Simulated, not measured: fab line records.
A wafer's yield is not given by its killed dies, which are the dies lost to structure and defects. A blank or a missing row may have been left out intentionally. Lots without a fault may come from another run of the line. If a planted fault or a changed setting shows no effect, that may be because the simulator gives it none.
Chamber matching -- flow sky130 -- 3 sister chambers for SKY_PASSIVATION_CVD_00 on pecvd-04
The step deposits SiO2, target thk 90 nm. 6 wafers are shown with their chamber, then 10 later ones without.

WAFERS PAIRED WITH THEIR CHAMBERS
wafer,chamber,heater_power_w (W)
L084.6,2,665
L087.2,2,658
L087.3,1,696
L087.5,0,520
L088.1,1,677
L088.3,0,572

WAFERS WITHOUT THEIR CHAMBER
wafer,heater_power_w (W)
L088.4,695
L090.2,683
L090.4,585
L090.6,672
L096.1,598
L096.2,559
L096.4,628
L097.1,659
L097.4,498
L097.6,677

WHICH CHAMBER EACH WENT THROUGH
wafer,from the rows above,in truth
L088.4,can't be placed: 1 or 2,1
L090.2,can't be placed: 1 or 2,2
L090.4,can't be placed: 0 or 2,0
L090.6,can't be placed: 2 or 1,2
L096.1,can't be placed: 0 or 2 or 1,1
L096.2,0,0
L096.4,can't be placed: 2 or 1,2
L097.1,can't be placed: 2 or 1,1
L097.4,0,0
L097.6,can't be placed: 1 or 2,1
Correctly placed: 2 of 10. From these rows, 8 cannot be placed; in 8 the true chamber is one of the candidates. Wrongly placed: 0.
How it was worked out, from the rows above alone: a wafer's distance from a chamber is the root of the sum, over the readings, of the square of ((its reading less the chamber's mean) divided by the reading's scatter). The wafer belongs to the nearest chamber; if the next one is less than 2 further off, it can't be placed. The mean given for a chamber averages the wafers shown for that chamber. The scatter: the root of (the sum of the squares of (reading less its chamber's mean) over the shown wafers, divided by (wafers less chambers)).
